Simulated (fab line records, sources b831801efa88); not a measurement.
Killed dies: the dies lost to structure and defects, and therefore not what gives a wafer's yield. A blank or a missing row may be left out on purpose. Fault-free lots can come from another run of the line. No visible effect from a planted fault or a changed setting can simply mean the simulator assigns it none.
Comparing a struck lot with a sound one || flow sky130 || 15 out of 708 route steps
Sound: wafers L185.1, L185.2, L185.4. Struck: wafers L193.2, L193.5. (L193.3 of the same lot was not struck and is left out.) The cause comes at the end.
Order at every step that has rows: each side's tool, ch and its chambers, its first start. Under that, the readings that differ: sound wafers || struck wafers || difference of the means || sigmas: that difference in standard deviations of wafers without a fault.
alike: a reading whose means differ by less than 2 such deviations, as well as words and numbers matching on both sides. not compared: withheld readings; readings where some wafer has no value; bounds like >300 that might hide an equal value; numbers whose values overlap and for which the record gives no deviation.
Wherever a step has rows on one side only, a row that says differs or no value, or a row with sigmas, the two part there. Non-overlapping numbers with no deviation appear without sigmas and do not part them. Lack of a reading on every wafer of one side parts them only where that side has two or more wafers.

SKY_CONTACT_OVL_MEAS_15:
  sound on overlay-01 at day 32 07:55; struck on overlay-01 at day 35 02:19
  alike: CONTACT_OVL
SKY_CONTACT_ETCH_16: etches BARC in N2/H2, stops on SiO2, time 45.9 s, target depth 60 nm.
  sound on rie diel-02 ch 0,1,2, day 32 07:58; struck on rie diel-01 ch 3, day 35 02:21
  alike: bias w, drypump motor current A, oes product au, throttle valve pct
  not compared: rf hours counter h
then, 2 steps without rows for these wafers: SKY_CONTACT_ETCH_17 (etches SiO2 in C4F8/O2/Ar, stops on Si3N4, target depth 340 nm); SKY_CONTACT_ETCH_18 (etches Si3N4 in CHF3/O2, stops on TiN, time 39 s, target depth 75 nm).
SKY_CONTACT_STRIP_19: strips in O2/N2.
  sound on plasma asher-01 ch 0,1, day 32 08:05; struck on plasma asher-03 ch 1, day 35 02:29
  alike: drypump motor current A, oes product au, strip time to endpoint s
  not compared: rf hours counter h
then, 3 steps without rows for these wafers: SKY_CONTACT_STRIP_20 (strips in post etch residue remover, time 1200 s); SKY_CONTACT_CLEAN_21 (cleans in IPA, time 180 s); SKY_CONTACT_CLEAN_22 (cleans in O3/DIW).
SKY_CONTACT_SPUTTER_23: material TiN, target thk 20 nm, time 80 s.
  sound on pvd sputter-01 at day 32 08:41; struck on pvd sputter-01 at day 35 03:04
  alike: throttle valve pct
SKY_CONTACT_CVD_24: deposits W, target thk 340 nm, time 102.12 s.
  sound on cvd w-02 ch 0,1, day 32 08:44; struck on cvd w-01 ch 0,1, day 35 03:08
{"reading": "heater power w (W)", "sound": "906 791 793", "struck": "996 991", "difference": "+164", "sigmas": "+2"}
  alike: chamber pressure Torr, susceptor temp C
SKY_CONTACT_RS_MEAS_25: measures by four-point-probe.
  sound on film metro-02 at day 32 08:51; struck on film metro-04 at day 35 03:16
  alike: CONTACT_W_RS
SKY_CONTACT_THK_MEAS_26: measures by xrf.
  sound on film metro-02 at day 32 08:58; struck on film metro-04 at day 35 03:22
  alike: CONTACT_W_THK
SKY_CONTACT_CMP_27: polishes, stops on SiO2, t overpolish 15 s, target thk 0 nm.
  sound on cmp-01 ch 1,2,3, day 32 09:02; struck on cmp-01 ch 1,3, day 35 03:28
{"reading": "overpolish run s (s)", "sound": "15.001 15.008 14.991", "struck": "0.044 0.032", "difference": -14.962, "sigmas": "-99 or more"}
{"reading": "time to endpoint s (s)", "sound": "82 81 82", "struck": "126 128", "difference": "+45", "sigmas": "+11"}
  alike: edge zone pressure frac, motor current A
SKY_METAL1_SPUTTER_00: material Ti, target thk 15 nm, time 10 s.
  sound wafers here have rows in the record (pvd sputter-03, day 32 09:20); struck ones have none
-- the record jumps here: 13 days lie between the struck wafers' starts before and after (it left off in module METAL1 and takes up again in module PAD_OPEN, whose first step shown is number 708 of the route) --
SKY_PAD_OPEN_PROBE_99:
  sound on prober-02 at day 46 12:00; struck on prober-02 at day 48 14:06
{"reading": "killed at contacts", "sound": "22 26 22", "struck": "430 423", "difference": "+403", "sigmas": "+71"}
{"reading": "killed dies", "sound": "83 81 78", "struck": "492 492", "difference": "+411", "sigmas": "+51"}
{"reading": "killed on rim", "sound": "17 11 14", "struck": "96 96", "difference": "+82", "sigmas": "+21"}
{"reading": "killed open", "sound": "36 41 33", "struck": "51 61", "difference": "+19", "sigmas": "+3"}
  alike: killed_at_M0_to_M3, killed_at_M4_up, killed at front end, killed at other, killed short

## WHERE THEY PART
Last at SKY_PAD_OPEN_PROBE_99 as far as this record goes, first at SKY_CONTACT_CVD_24.

WHY: what the simulator had put in
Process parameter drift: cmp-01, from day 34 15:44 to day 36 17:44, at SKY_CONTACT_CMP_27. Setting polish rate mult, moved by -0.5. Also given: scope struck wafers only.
